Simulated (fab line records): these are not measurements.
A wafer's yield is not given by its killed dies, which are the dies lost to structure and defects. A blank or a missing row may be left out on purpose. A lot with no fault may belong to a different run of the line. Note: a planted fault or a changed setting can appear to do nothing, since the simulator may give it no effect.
Matching of chambers + flow sky130 + SKY_METAL3_ETCH_17 on rie diel-03: 4 sister chambers
The step etches SiO2 in C4F8/O2/Ar, stops on TiN, time 3.9 s, target depth 15 nm. 8 wafers are shown with their chamber, then 9 later ones without.

== WAFERS WITH THEIR CHAMBER ==
| wafer  | chamber | oes product au (a.u.) |
|--------|---------|-----------------------|
| L075.3 | 2       | 0.750                 |
| L084.2 | 0       | 0.759                 |
| L087.1 | 1       | 0.756                 |
| L087.2 | 3       | 0.759                 |
| L087.5 | 3       | 0.759                 |
| L088.1 | 0       | 0.749                 |
| L088.3 | 1       | 0.756                 |
| L088.6 | 2       | 0.755                 |

== WAFERS WITH NO CHAMBER GIVEN ==
| wafer  | oes product au (a.u.) |
|--------|-----------------------|
| L089.3 | 0.761                 |
| L089.5 | 0.766                 |
| L089.6 | 0.753                 |
| L096.1 | 0.761                 |
| L096.2 | 0.754                 |
| L096.5 | 0.761                 |
| L097.3 | 0.756                 |
| L097.5 | 0.762                 |
| L097.6 | 0.764                 |

== THE CHAMBER EACH PASSED THROUGH ==
| wafer  | from the rows above               | in truth |
|--------|-----------------------------------|----------|
| L089.3 | can't be placed: 3 or 1 or 0 or 2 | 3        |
| L089.5 | can't be placed: 3 or 1 or 0 or 2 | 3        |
| L089.6 | can't be placed: 2 or 0 or 1 or 3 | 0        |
| L096.1 | can't be placed: 3 or 1 or 0 or 2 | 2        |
| L096.2 | can't be placed: 0 or 2 or 1 or 3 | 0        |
| L096.5 | can't be placed: 3 or 1 or 0 or 2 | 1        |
| L097.3 | can't be placed: 1 or 0 or 3 or 2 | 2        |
| L097.5 | can't be placed: 3 or 1 or 0 or 2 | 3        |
| L097.6 | can't be placed: 3 or 1 or 0 or 2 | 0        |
0 of 9 placed correctly. Cannot be placed on the basis of these rows: 9; the candidates contain the true chamber in 9. Wrongly placed: 0.
How it was worked out, from the rows above alone: a wafer's distance from a chamber is the root of the sum, over the readings, of the square of ((its reading less the chamber's mean) divided by the reading's scatter). The wafer belongs to the nearest chamber; if the next one is less than 2 further off, it can't be placed. The mean given for a chamber averages the wafers shown for that chamber. The scatter: the root of (the sum of the squares of (reading less its chamber's mean) over the shown wafers, divided by (wafers less chambers)).
